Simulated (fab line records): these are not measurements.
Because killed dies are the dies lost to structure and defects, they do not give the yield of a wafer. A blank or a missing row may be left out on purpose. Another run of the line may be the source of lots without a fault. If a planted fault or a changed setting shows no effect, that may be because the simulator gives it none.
fab line records ; flow sfq_line
[record] lots = 6; wafers = 18; last_day = 79
route steps=325 shown M4@152 I4@163 JJ@178 M5@206
lots with no fault: from the same line, run without faults
start_h: hours from the record's opening day to when the first of the lot's shown wafers began ; wait_h: time in hours since the lot's previous step ; " the same as in the row above ; L1.1+2: a single row standing in for several wafers ; - value missing, or start not given ; * or withheld: withheld ; < > ~ a bound
route shown NAME@n: names a module that has steps shown in the file, with the first one's number in the route ; usual: average and standard deviation across the fault-free wafers ; same: alike in all rows ; chamber/n: place in a boat ; sites: readings site by site ; _std_site: the standard deviation of these ; _edge_site: outer sites' mean less inner sites' ; radius_mm: for every site, how far away it sits from the centre of the wafer ; mask NAME#n: copy n ; behind: tool/chamber where the wafer was last shaped ; hold: why the lot went on hold/how many hours it stayed there/how the hold came to an end ; device: the transistor (n, p or np) that didn't switch ; end of line: tests run on the same wafers once the route is complete ; for a step that has no rows: nothing shown but its recipe ; killed: not the wafer's yield, but the dies lost to structure and defects at the first sort ; map: dies across one wafer; x = killed, . = not, _ = none there
set.NAME: the setting the step ran with; set.NAME@STEP: the setting that earlier step ran with ; model.NAME: the simulator's own value behind a step, which no gauge read
a table for each step, a row for each wafer; lots at some steps of the route
services: from which hour (start_h, from the record's first day; less than 0 if before it) a tool's chamber was out of use, for how many hours, and why
[[steps]]
[step SFQ_TRILAYER_M4_LITHO_COAT_098]
[recipe] resist = BARC; spin_rpm = 3000; resist_thk_nm = 62
[step SFQ_TRILAYER_M4_LITHO_COAT_093]
[recipe] resist = KrF; spin_rpm = 3000; resist_thk_nm = 600
[step SFQ_TRILAYER_M4_LITHO_SOFTBAKE_097]
[recipe] temp_c = withheld; time_s = withheld; resist = KrF
[step SFQ_TRILAYER_M4_LITHO_EXPOSE_094]
[recipe] mask_id = M4; na = 0.6; source_shape = conventional; sigma_outer = 0.65; target_cd_nm = 500; dose_mj = 14.4
[step SFQ_TRILAYER_M4_LITHO_PEB_096]
[recipe] peb_temp_c = 115; peb_time_s = 60; resist = KrF
[step SFQ_TRILAYER_M4_LITHO_DEVELOP_095]
[recipe] time_s = 60; resist = KrF
[step SFQ_M4_OVL_MEAS_926]
[usual] M4_OVL = 3/6.6
lot.wafer;tool;chamber;start_h;wait_h;M4_OVL[nm]
L136.2;overlay-02;-;821.36;0.1;4
L136.3;overlay-02;-;821.36;0.1;13
L136.4;overlay-02;-;821.36;0.1;4
L138.3;overlay-01;-;845.54;0.1;9
L138.4;overlay-01;-;845.54;0.1;-5
L138.6;overlay-01;-;845.54;0.1;-6
L140.1;overlay-01;-;860.24;0.1;-5
L140.2;overlay-01;-;860.24;0.1;-2
L140.5;overlay-01;-;860.24;0.1;-1
L141.3;overlay-01;-;868.65;0.1;-6
L141.5;overlay-01;-;868.65;0.1;-6
L141.6;overlay-01;-;868.65;0.1;-10
L150.1;overlay-02;-;917.84;0.1;-11
L150.3;overlay-02;-;917.84;0.1;-4
L150.5;overlay-02;-;917.84;0.1;-8
L153.2;overlay-01;-;933.24;0.1;5
L153.3;overlay-01;-;933.24;0.1;2
L153.5;overlay-01;-;933.24;0.1;2
[step SFQ_TRILAYER_M4_BARC_OPEN_METAL_ETCH_123]
[recipe] mask_material = PR; chemistry = O2; target_depth_nm = 125; target = BARC; icp_w = 600; bias_w = 80; pressure_mtorr = 10; time_s = 41.7
[usual] drypump_motor_current_A = 5.5/0.37; oes_product_au = 0.685/0.0046
lot.wafer;tool;chamber;start_h;wait_h;drypump_motor_current_A;oes_product_au;rf_hours_counter_h
L136.2;rie_metal-02;1;821.39;0.0;5.9;0.686;118
L136.3;rie_metal-02;0;821.39;0.0;5.7;0.683;-
L136.4;rie_metal-02;1;821.39;0.0;5.9;0.687;-
L138.3;rie_metal-02;1;845.59;0.0;5.9;0.677;-
L138.4;rie_metal-02;0;845.59;0.0;5.8;0.688;-
L138.6;rie_metal-02;0;845.59;0.0;5.8;0.683;-
L140.1;rie_metal-03;0;860.27;0.0;5.3;0.686;67
L140.2;rie_metal-03;1;860.27;0.0;5.4;0.683;59
L140.5;rie_metal-03;1;860.27;0.0;5.4;0.685;-
L141.3;rie_metal-04;0;868.79;0.1;5.1;0.677;-
L141.5;rie_metal-04;1;868.79;0.1;4.8;0.684;-
L141.6;rie_metal-04;0;868.79;0.1;5.1;0.684;-
L150.1;rie_metal-03;0;917.87;0.0;5.3;0.686;76
L150.3;rie_metal-03;0;917.87;0.0;5.3;0.685;-
L150.5;rie_metal-03;1;917.87;0.0;5.4;0.681;-
L153.2;rie_metal-04;1;933.27;0.0;4.8;0.688;118
L153.3;rie_metal-04;0;933.27;0.0;5.1;0.687;-
L153.5;rie_metal-04;1;933.27;0.0;4.8;0.685;-
[step SFQ_TRILAYER_M4_ETCH_METAL_ETCH_096]
[recipe] target = Nb; stop_on = SiO2; mask_material = PR; chemistry = Cl2/Ar; target_depth_nm = 240; icp_w = 600; bias_w = 80; pressure_mtorr = 10; time_s = 120
[step SFQ_TRILAYER_M4_STRIP_STRIP_097]
[recipe] gas = O2; power_w = 200; platen_temp_c = 40; overash_fraction = 0.65; chemistry = O2; pressure_mtorr = 50
[usual] drypump_motor_current_A = 5.5/0.37; oes_product_au = 1.001/0.011
lot.wafer;tool;chamber;start_h;wait_h;drypump_motor_current_A;oes_product_au;rf_hours_counter_h
L136.2;rie_metal-02;1;821.58;0.1;5.9;0.976;118
L136.3;rie_metal-02;0;821.58;0.1;5.8;1.006;-
L136.4;rie_metal-02;1;821.58;0.1;6.0;0.994;-
L138.3;rie_metal-02;1;845.95;0.2;5.9;0.989;-
L138.4;rie_metal-02;0;845.95;0.2;5.8;0.999;-
L138.6;rie_metal-02;0;845.95;0.2;5.8;1.011;-
L140.1;rie_metal-03;0;860.46;0.1;5.3;0.994;67
L140.2;rie_metal-03;1;860.46;0.1;5.4;1.006;59
L140.5;rie_metal-03;1;860.46;0.1;5.4;1.007;-
L141.3;rie_metal-04;0;869.16;0.2;5.1;1.011;-
L141.5;rie_metal-04;1;869.16;0.2;4.9;0.993;-
L141.6;rie_metal-04;0;869.16;0.2;5.1;1.018;-
L150.1;rie_metal-03;0;918.06;0.1;5.3;1.003;76
L150.3;rie_metal-03;0;918.06;0.1;5.3;0.999;-
L150.5;rie_metal-03;1;918.06;0.1;5.4;1.006;-
L153.2;rie_metal-04;1;933.46;0.1;4.9;0.993;118
L153.3;rie_metal-04;0;933.46;0.1;5.1;1.004;-
L153.5;rie_metal-04;1;933.46;0.1;4.8;0.993;-
[step SFQ_TRILAYER_M4_STRIP_SOLV_CLEAN_098]
[recipe] chemistry = NMP; temp_c = 70; time_s = 600
[step SFQ_TRILAYER_I4_DEP_PECVD_099]
[recipe] material = SiO2; temp_c = 150; time_s = 111.11; pressure_torr = 2.4; rf_w = 183.3; precursor = SiH4/N2O; target_thk_nm = 500
[step SFQ_TRILAYER_I4_CMP_CMP_100]
[recipe] material = SiO2; down_force_psi = 3; platen_rpm = 60; pad_velocity_m_s = 0.94248
[usual] motor_current_A = 10.1/0.57; time_to_endpoint_s = 214/11
lot.wafer;tool;chamber;start_h;wait_h;motor_current_A;time_to_endpoint_s;model.SiO2_of_TRILAYER_I4_DEP_PECVD_099.thk_nm
L136.3;cmp-01;3;880.88;58.5;10.8;221;200
L136.2;cmp-01;0;880.88;58.5;8.9;233;203.1
L136.4;cmp-01;2;882.38;59.9;10.4;226;200.5
L138.4;cmp-01;0;904.89;58.3;9.8;218;201.6
L138.3;cmp-01;1;904.89;58.3;10.6;197;198.4
L138.6;cmp-01;3;906.39;59.8;10.6;218;200.2
L140.1;cmp-01;1;923.89;62.6;10.2;193;218.1
L140.2;cmp-01;3;924.89;63.6;10.7;200;221.2
L140.5;cmp-01;0;924.89;63.6;10.2;216;221.4
L141.3;cmp-01;0;933.39;63.6;9.8;211;221.7
L141.6;cmp-01;2;934.39;64.6;10.0;209;221.5
L141.5;cmp-01;3;934.39;64.6;11.3;215;221.2
L150.3;cmp-02;2;986.20;67.3;9.6;209;198.9
L150.1;cmp-02;0;987.20;68.3;9.6;213;199.7
L150.5;cmp-02;1;987.20;68.3;9.9;226;201.5
L153.3;cmp-02;1;1007.20;72.9;10.0;226;201.3
L153.2;cmp-02;3;1008.20;73.9;9.7;205;199.5
L153.5;cmp-02;1;1009.20;74.9;10.3;236;201.5
[step SFQ_I4_BOW_MEAS_927]
[recipe] mode = bow
[usual] I4_BOW = 6/10
lot.wafer;tool;chamber;start_h;wait_h;I4_BOW[um]
L136.2;film_metro-02;-;883.90;2.0;20
L136.3;film_metro-02;-;883.90;2.0;14
L136.4;film_metro-02;-;883.90;2.0;16
L138.3;film_metro-01;-;907.43;1.5;-3
L138.4;film_metro-01;-;907.43;1.5;-1
L138.6;film_metro-01;-;907.43;1.5;10
L140.1;film_metro-01;-;926.39;2.0;0
L140.2;film_metro-01;-;926.39;2.0;4
L140.5;film_metro-01;-;926.39;2.0;20
L141.3;film_metro-03;-;935.43;1.5;12
L141.5;film_metro-03;-;935.43;1.5;-6
L141.6;film_metro-03;-;935.43;1.5;1
L150.1;film_metro-01;-;988.70;1.0;19
L150.3;film_metro-01;-;988.70;1.0;13
L150.5;film_metro-01;-;988.70;1.0;1
L153.2;film_metro-02;-;1009.72;1.0;-15
L153.3;film_metro-02;-;1009.72;1.0;-1
L153.5;film_metro-02;-;1009.72;1.0;3
[step SFQ_TRILAYER_I4_METRO_MEASURE_101]
[usual] thk_nm = 200.1/1.5
lot.wafer;tool;chamber;start_h;wait_h;thk_nm
L136.2;film_metro-02;-;884.20;0.3;202.9
L136.3;film_metro-02;-;884.20;0.3;200.0
L136.4;film_metro-02;-;884.20;0.3;200.4
L138.3;film_metro-01;-;907.91;0.5;198.5
L138.4;film_metro-01;-;907.91;0.5;201.8
L138.6;film_metro-01;-;907.91;0.5;200.1
L140.1;film_metro-01;-;926.51;0.1;218.0
L140.2;film_metro-01;-;926.51;0.1;221.4
L140.5;film_metro-01;-;926.51;0.1;221.4
L141.3;film_metro-03;-;935.91;0.5;221.5
L141.5;film_metro-03;-;935.91;0.5;221.1
L141.6;film_metro-03;-;935.91;0.5;221.4
L150.1;film_metro-01;-;988.82;0.1;199.6
L150.3;film_metro-01;-;988.82;0.1;199.0
L150.5;film_metro-01;-;988.82;0.1;201.5
L153.2;film_metro-02;-;1010.02;0.3;199.5
L153.3;film_metro-02;-;1010.02;0.3;201.3
L153.5;film_metro-02;-;1010.02;0.3;201.3
[step SFQ_TRILAYER_I4_VIA_LITHO_COAT_108]
[recipe] resist = BARC; spin_rpm = 3000; resist_thk_nm = 62
[step SFQ_TRILAYER_I4_VIA_LITHO_COAT_103]
[recipe] resist = KrF; spin_rpm = 3000; resist_thk_nm = 650
[step SFQ_TRILAYER_I4_VIA_LITHO_SOFTBAKE_107]
[recipe] temp_c = withheld; time_s = withheld; resist = KrF
[step SFQ_TRILAYER_I4_VIA_LITHO_EXPOSE_104]
[recipe] mask_id = I4; na = 0.6; source_shape = conventional; sigma_outer = 0.65; target_cd_nm = 700; dose_mj = 21.3
[step SFQ_TRILAYER_I4_VIA_LITHO_PEB_106]
[recipe] peb_temp_c = 115; peb_time_s = 60; resist = KrF
[step SFQ_TRILAYER_I4_VIA_LITHO_DEVELOP_105]
[recipe] time_s = 60; resist = KrF
[step SFQ_I4_OVL_MEAS_928]
[usual] I4_OVL = -1/4.8
lot.wafer;tool;chamber;start_h;wait_h;I4_OVL[nm]
L136.2;overlay-02;-;966.33;0.1;-5
L136.3;overlay-02;-;966.33;0.1;-13
L136.4;overlay-02;-;966.33;0.1;-3
L138.3;overlay-02;-;998.31;0.1;-6
L138.4;overlay-02;-;998.31;0.1;5
L138.6;overlay-02;-;998.31;0.1;0
L140.1;overlay-01;-;1017.46;0.1;-2
L140.2;overlay-01;-;1017.46;0.1;-5
L140.5;overlay-01;-;1017.46;0.1;-2
L141.3;overlay-02;-;1027.08;0.1;7
L141.5;overlay-02;-;1027.08;0.1;-10
L141.6;overlay-02;-;1027.08;0.1;4
L150.1;overlay-01;-;1085.86;0.1;-2
L150.3;overlay-01;-;1085.86;0.1;-1
L150.5;overlay-01;-;1085.86;0.1;-4
L153.2;overlay-01;-;1113.75;0.1;0
L153.3;overlay-01;-;1113.75;0.1;0
L153.5;overlay-01;-;1113.75;0.1;0
[step SFQ_TRILAYER_I4_VIA_BARC_OPEN_VIA_ETCH_146]
[recipe] mask_material = PR; chemistry = O2; target_depth_nm = 125; target = BARC; source_w = 500; bias_w = 80; pressure_mtorr = 30; time_s = 41.7
[step SFQ_TRILAYER_I4_VIA_ETCH_VIA_ETCH_106]
[recipe] target = SiO2; stop_on = Nb; mask_material = PR; taper_deg = 20; chemistry = CHF3; target_depth_nm = 260; source_w = 500; bias_w = 80; pressure_mtorr = 30; time_s = withheld
[usual] drypump_motor_current_A = 5.6/0.38; oes_product_au = 0.854/0.0054
lot.wafer;tool;chamber;start_h;wait_h;drypump_motor_current_A;oes_product_au;model.I4.feature_depth_nm;model.etch.depth_nm
L136.2;rie_diel-03;2;966.40;0.0;5.7;0.860;203.1;203.1
L136.3;rie_diel-03;0;966.40;0.0;4.8;0.856;200;200
L136.4;rie_diel-03;1;966.40;0.0;5.4;0.852;200.5;200.5
L138.3;rie_diel-02;1;998.37;0.0;5.4;0.849;198.4;198.4
L138.4;rie_diel-02;3;998.37;0.0;5.8;0.861;201.6;201.6
L138.6;rie_diel-02;1;998.37;0.0;5.4;0.849;200.2;200.2
L140.1;rie_diel-03;2;1017.54;0.0;5.7;0.894;218.1;218.1
L140.2;rie_diel-03;3;1017.54;0.0;5.9;0.896;221.2;221.2
L140.5;rie_diel-03;3;1017.54;0.0;5.8;0.909;221.4;221.4
L141.3;rie_diel-02;1;1027.14;0.0;5.4;0.902;221.7;221.7
L141.5;rie_diel-02;3;1027.14;0.0;5.8;0.904;221.2;221.2
L141.6;rie_diel-02;0;1027.14;0.0;6.0;0.902;221.5;221.5
L150.1;rie_diel-02;3;1085.94;0.0;5.8;0.856;199.7;199.7
L150.3;rie_diel-02;1;1085.94;0.0;5.4;0.857;198.9;198.9
L150.5;rie_diel-02;3;1085.94;0.0;5.8;0.864;201.5;201.5
L153.2;rie_diel-03;1;1113.82;0.0;5.4;0.850;199.5;199.5
L153.3;rie_diel-03;0;1113.82;0.0;4.8;0.860;201.3;201.3
L153.5;rie_diel-03;2;1113.82;0.0;5.7;0.854;201.5;201.5
[step SFQ_TRILAYER_I4_VIA_STRIP_STRIP_107]
[recipe] gas = O2; power_w = 200; platen_temp_c = 40; overash_fraction = 0.65; chemistry = O2; pressure_mtorr = 50
[usual] drypump_motor_current_A = 5.3/0.41; oes_product_au = 1.011/0.012
lot.wafer;tool;chamber;start_h;wait_h;drypump_motor_current_A;oes_product_au;rf_hours_counter_h
L136.2;rie_metal-01;0;966.51;-;5.1;1.006;143
L136.3;rie_metal-01;1;966.51;-;5.2;1.022;-
L136.4;rie_metal-01;0;966.51;-;5.1;1.013;-
L138.3;rie_metal-04;0;998.75;-;5.1;1.011;-
L138.4;rie_metal-04;1;998.75;-;4.9;0.994;-
L138.6;rie_metal-04;1;998.75;-;4.8;1.000;-
L140.1;rie_metal-01;0;1017.65;-;5.1;0.996;152
L140.2;rie_metal-01;1;1017.65;-;5.2;1.025;123
L140.5;rie_metal-01;1;1017.65;-;5.2;1.026;-
L141.3;rie_metal-04;0;1027.45;-;5.1;1.017;-
L141.5;rie_metal-04;0;1027.45;-;5.1;1.035;-
L141.6;rie_metal-04;1;1027.45;-;4.8;1.018;-
L150.1;rie_metal-02;0;1086.05;-;5.8;1.015;31
L150.3;rie_metal-02;1;1086.05;-;6.0;0.996;-
L150.5;rie_metal-02;1;1086.05;-;5.9;0.991;-
L153.2;rie_metal-02;0;1114.14;-;5.8;1.010;-
L153.3;rie_metal-02;0;1114.14;-;5.7;1.014;-
L153.5;rie_metal-02;0;1114.14;-;5.8;1.010;-
[step SFQ_TRILAYER_I4_VIA_STRIP_SOLV_CLEAN_108]
[recipe] chemistry = NMP; temp_c = 70; time_s = 600
[step SFQ_TRILAYER_JJ_TRILAYER_DEP_PRE_CLEAN_113]
[recipe] gas = Ar; time_s = 22.5; bias_v = 250
[step SFQ_TRILAYER_JJ_TRILAYER_DEP_SPUTTER_109]
[recipe] material = Nb; base_pressure_pa = 1.33e-06; chamber_pressure_pa = 0.1333; substrate_temp_c = 20; target_thk_nm = 150; power_w = 2000; time_s = 100
[usual] throttle_valve_pct = 30.2/1.1
lot.wafer;tool;chamber;start_h;wait_h;throttle_valve_pct
L136.2;pvd_sputter-03;-;967.52;0.0;30.8
L136.3;pvd_sputter-03;-;967.52;0.0;30.0
L136.4;pvd_sputter-03;-;967.52;0.0;31.3
L138.3;pvd_sputter-03;-;999.49;0.0;30.8
L138.4;pvd_sputter-03;-;999.49;0.0;28.9
L138.6;pvd_sputter-03;-;999.49;0.0;28.6
L140.1;pvd_sputter-03;-;1018.46;0.0;31.1
L140.2;pvd_sputter-03;-;1018.46;0.0;30.5
L140.5;pvd_sputter-03;-;1018.46;0.0;30.5
L141.3;pvd_sputter-06;-;1028.06;0.0;30.6
L141.5;pvd_sputter-06;-;1028.06;0.0;28.4
L141.6;pvd_sputter-06;-;1028.06;0.0;29.3
L150.1;pvd_sputter-04;-;1086.86;0.0;30.1
L150.3;pvd_sputter-04;-;1086.86;0.0;30.6
L150.5;pvd_sputter-04;-;1086.86;0.0;31.6
L153.2;pvd_sputter-06;-;1115.34;0.0;29.2
L153.3;pvd_sputter-06;-;1115.34;0.0;28.2
L153.5;pvd_sputter-06;-;1115.34;0.0;28.4
[step SFQ_TRILAYER_JJ_TRILAYER_DEP_SPUTTER_110]
[recipe] material = Al; base_pressure_pa = 1.33e-06; target_thk_nm = 8; power_w = 500; time_s = 10; chamber_pressure_pa = 0.4
[usual] throttle_valve_pct = 30.2/1.1
lot.wafer;tool;chamber;start_h;wait_h;throttle_valve_pct
L136.2;pvd_sputter-03;-;967.59;0.0;30.6
L136.3;pvd_sputter-03;-;967.59;0.0;29.7
L136.4;pvd_sputter-03;-;967.59;0.0;31.0
L138.3;pvd_sputter-03;-;999.56;0.0;30.7
L138.4;pvd_sputter-03;-;999.56;0.0;29.1
L138.6;pvd_sputter-03;-;999.56;0.0;28.9
L140.1;pvd_sputter-03;-;1018.53;0.0;31.1
L140.2;pvd_sputter-03;-;1018.53;0.0;30.5
L140.5;pvd_sputter-03;-;1018.53;0.0;30.3
L141.3;pvd_sputter-06;-;1028.13;0.0;30.8
L141.5;pvd_sputter-06;-;1028.13;0.0;28.5
L141.6;pvd_sputter-06;-;1028.13;0.0;29.0
L150.1;pvd_sputter-04;-;1086.93;0.0;29.7
L150.3;pvd_sputter-04;-;1086.93;0.0;30.8
L150.5;pvd_sputter-04;-;1086.93;0.0;31.7
L153.2;pvd_sputter-06;-;1115.41;0.0;29.3
L153.3;pvd_sputter-06;-;1115.41;0.0;28.2
L153.5;pvd_sputter-06;-;1115.41;0.0;28.6
[step SFQ_TRILAYER_JJ_TRILAYER_DEP_AL_OXIDATION_111]
[recipe] pressure_mbar = 0.014667; oxidation_time_s = 600; temperature_k = 293
[step SFQ_TRILAYER_JJ_TRILAYER_DEP_SPUTTER_112]
[recipe] material = Nb; base_pressure_pa = 1.33e-06; chamber_pressure_pa = 0.1333; substrate_temp_c = 20; target_thk_nm = 170; power_w = 2000; time_s = 113.3
[step SFQ_JJ_RS_MEAS_929]
[recipe] thk_meas_gauge = four-point-probe; reads = Nb_of_TRILAYER_JJ_TRILAYER_DEP_SPUTTER_112
[usual] JJ_NB_RS = 1.051/0.014
lot.wafer;tool;chamber;start_h;wait_h;JJ_NB_RS[ohm/sq]
L136.2;film_metro-04;-;968.71;0.1;1.046
L136.3;film_metro-04;-;968.71;0.1;1.063
L136.4;film_metro-04;-;968.71;0.1;1.038
L138.3;film_metro-04;-;1000.70;0.1;1.046
L138.4;film_metro-04;-;1000.70;0.1;1.045
L138.6;film_metro-04;-;1000.70;0.1;1.041
L140.1;film_metro-02;-;1019.63;0.0;1.037
L140.2;film_metro-02;-;1019.63;0.0;1.049
L140.5;film_metro-02;-;1019.63;0.0;1.045
L141.3;film_metro-04;-;1029.27;0.1;1.058
L141.5;film_metro-04;-;1029.27;0.1;1.064
L141.6;film_metro-04;-;1029.27;0.1;1.059
L150.1;film_metro-02;-;1088.03;0.0;1.043
L150.3;film_metro-02;-;1088.03;0.0;1.039
L150.5;film_metro-02;-;1088.03;0.0;1.028
L153.2;film_metro-02;-;1116.53;0.1;1.060
L153.3;film_metro-02;-;1116.53;0.1;1.050
L153.5;film_metro-02;-;1116.53;0.1;1.059
[step SFQ_TRILAYER_JJ_CE_LITHO_COAT_119]
[recipe] resist = BARC; spin_rpm = 3000; resist_thk_nm = 62
[step SFQ_TRILAYER_JJ_CE_LITHO_COAT_114]
[recipe] resist = KrF; spin_rpm = 3000; resist_thk_nm = 600
[step SFQ_TRILAYER_JJ_CE_LITHO_SOFTBAKE_118]
[recipe] temp_c = withheld; time_s = withheld; resist = KrF
[step SFQ_TRILAYER_JJ_CE_LITHO_EXPOSE_115]
[recipe] mask_id = J5; na = 0.6; source_shape = conventional; sigma_outer = 0.65; target_cd_nm = 700; dose_mj = 14.4
[step SFQ_TRILAYER_JJ_CE_LITHO_PEB_117]
[recipe] peb_temp_c = 115; peb_time_s = 60; resist = KrF
[step SFQ_TRILAYER_JJ_CE_LITHO_DEVELOP_116]
[recipe] time_s = 60; resist = KrF
[step SFQ_JJ_OVL_MEAS_931]
[usual] J5_OVL = 2/6.5
lot.wafer;tool;chamber;start_h;wait_h;J5_OVL[nm]
L136.2;overlay-01;-;979.69;0.1;0
L136.3;overlay-01;-;979.69;0.1;7
L136.4;overlay-01;-;979.69;0.1;4
L138.3;overlay-01;-;1095.63;0.1;2
L138.4;overlay-01;-;1095.63;0.1;-4
L138.6;overlay-01;-;1095.63;0.1;-5
L140.1;overlay-02;-;1128.40;0.1;1
L140.2;overlay-02;-;1128.40;0.1;2
L140.5;overlay-02;-;1128.40;0.1;2
L141.3;overlay-02;-;1146.53;0.1;3
L141.5;overlay-02;-;1146.53;0.1;4
L141.6;overlay-02;-;1146.53;0.1;2
L150.1;overlay-01;-;1227.79;0.1;-2
L150.3;overlay-01;-;1227.79;0.1;-6
L150.5;overlay-01;-;1227.79;0.1;-5
L153.2;overlay-01;-;1268.72;0.1;-16
L153.3;overlay-01;-;1268.72;0.1;-12
L153.5;overlay-01;-;1268.72;0.1;-11
[step SFQ_TRILAYER_JJ_CE_METRO_MEASURE_117]
[step SFQ_TRILAYER_JJ_CE_BARC_OPEN_RIE_150]
[recipe] mask_material = PR; chemistry = O2; target_depth_nm = 240; target = BARC; icp_w = 600; bias_w = 80; pressure_mtorr = 10; time_s = 80
[step SFQ_TRILAYER_M5_ETCH_METAL_ETCH_126]
[recipe] target = Nb; stop_on = SiO2; mask_material = PR; over_etch_frac = 0.15; time_s = 203.2; chemistry = Cl2/BCl3; target_depth_nm = 265; icp_w = 600; bias_w = 80; pressure_mtorr = 10
[usual] drypump_motor_current_A = 5.5/0.3; oes_product_au = 0.728/0.0063
lot.wafer;tool;chamber;start_h;wait_h;drypump_motor_current_A;oes_product_au;rf_hours_counter_h;model.SiO2_of_TRILAYER_I4_DEP_PECVD_099.thk_nm
L136.2;rie_metal-03;1;1077.56;0.0;5.4;0.730;88;183
L136.3;rie_metal-03;0;1077.56;0.0;5.3;0.729;-;180.2
L136.4;rie_metal-03;1;1077.56;0.0;5.4;0.730;-;180.4
L138.3;rie_metal-03;1;1100.74;0.1;5.4;0.738;-;178.4
L138.4;rie_metal-03;0;1100.74;0.1;5.3;0.730;-;182
L138.6;rie_metal-03;1;1100.74;0.1;5.4;0.725;-;180.2
L140.1;rie_metal-02;1;1134.28;0.0;5.9;0.728;1;198.1
L140.2;rie_metal-02;0;1134.28;0.0;5.7;0.735;38;201.1
L140.5;rie_metal-02;1;1134.28;0.0;5.9;0.731;-;201.3
L141.3;rie_metal-01;0;1151.64;0.1;5.1;0.721;-;201.8
L141.5;rie_metal-01;1;1151.64;0.1;5.2;0.720;-;200.8
L141.6;rie_metal-01;0;1151.64;0.1;5.1;0.742;-;201.7
L150.1;rie_metal-03;0;1379.58;0.0;5.3;0.726;134;179.8
L150.3;rie_metal-03;0;1379.58;0.0;5.3;0.727;-;179.2
L150.5;rie_metal-03;1;1379.58;0.0;5.4;0.736;-;181.4
L153.2;rie_metal-03;1;1409.71;0.1;5.4;0.737;-;179.3
L153.3;rie_metal-03;1;1409.71;0.1;5.4;0.722;-;181
L153.5;rie_metal-03;1;1409.71;0.1;5.4;0.730;-;181.4
[[services]]
tool;chamber;start_h;hours;kind
rie_metal-03;-;837.32;15.6;pm
pvd_sputter-03;-;859.17;2.3;repair
rie_metal-03;-;866.77;14.6;pm
rie_metal-04;-;888.16;1.4;pm
pvd_sputter-03;-;927.53;0.5;repair
rie_metal-03;1;942.42;2.1;repair
rie_metal-03;-;962.67;28.1;pm
pvd_sputter-03;-;1011.59;5.7;repair
rie_metal-04;-;1043.53;6.1;repair
rie_metal-04;0;1055.49;16.3;repair
rie_metal-02;0;1059.60;20.6;repair
rie_metal-03;1;1079.16;8.3;repair
rie_metal-02;1;1103.49;5.7;repair
rie_metal-02;-;1124.02;2.8;pm
rie_metal-03;-;1134.19;2.8;pm
rie_metal-03;-;1197.77;1.3;repair
rie_metal-02;1;1245.18;11.8;repair
rie_metal-02;-;1280.43;2.0;repair
rie_metal-04;1;1284.01;6.5;repair
rie_metal-02;1;1312.15;21.1;repair
rie_metal-03;-;1357.59;0.9;repair
rie_metal-02;-;1363.36;14.6;pm
rie_metal-03;-;1391.84;1.2;repair
rie_metal-03;0;1400.56;18.8;repair
[[key]]
[first_sign] step = SFQ_TRILAYER_I4_METRO_MEASURE_101; reading = thk_nm; direction = up; sigmas = 14; usual = 200.1; struck = 220.8
[effect] step = SFQ_TRILAYER_I4_VIA_ETCH_VIA_ETCH_106; reading = oes_product_au; direction = up; sigmas = 8.6; usual = 0.854; struck = 0.901
[model_effect] step = SFQ_TRILAYER_I4_CMP_CMP_100; value = SiO2_of_TRILAYER_I4_DEP_PECVD_099.thk_nm; without = 200.8; struck = 220.8
[model_effect] step = SFQ_TRILAYER_I4_VIA_ETCH_VIA_ETCH_106; value = I4.feature_depth_nm; without = 200.8; struck = 220.8
[model_effect] step = SFQ_TRILAYER_M5_ETCH_METAL_ETCH_126; value = SiO2_of_TRILAYER_I4_DEP_PECVD_099.thk_nm; without = 180.8; struck = 200.8
met_at SFQ_TRILAYER_I4_CMP_CMP_100
struck_wafers L140.1,L140.2,L140.5,L141.3,L141.5,L141.6
onset_between 904.89 923.89
[fault] kind = process_parameter_drift; tool = cmp-01; chamber = -; onset_h = 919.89; steps = SFQ_TRILAYER_I4_CMP_CMP_100; channel = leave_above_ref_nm; offset = 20; shape = step; end_h = 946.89; acts_in = these_recipes_only; stated = 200
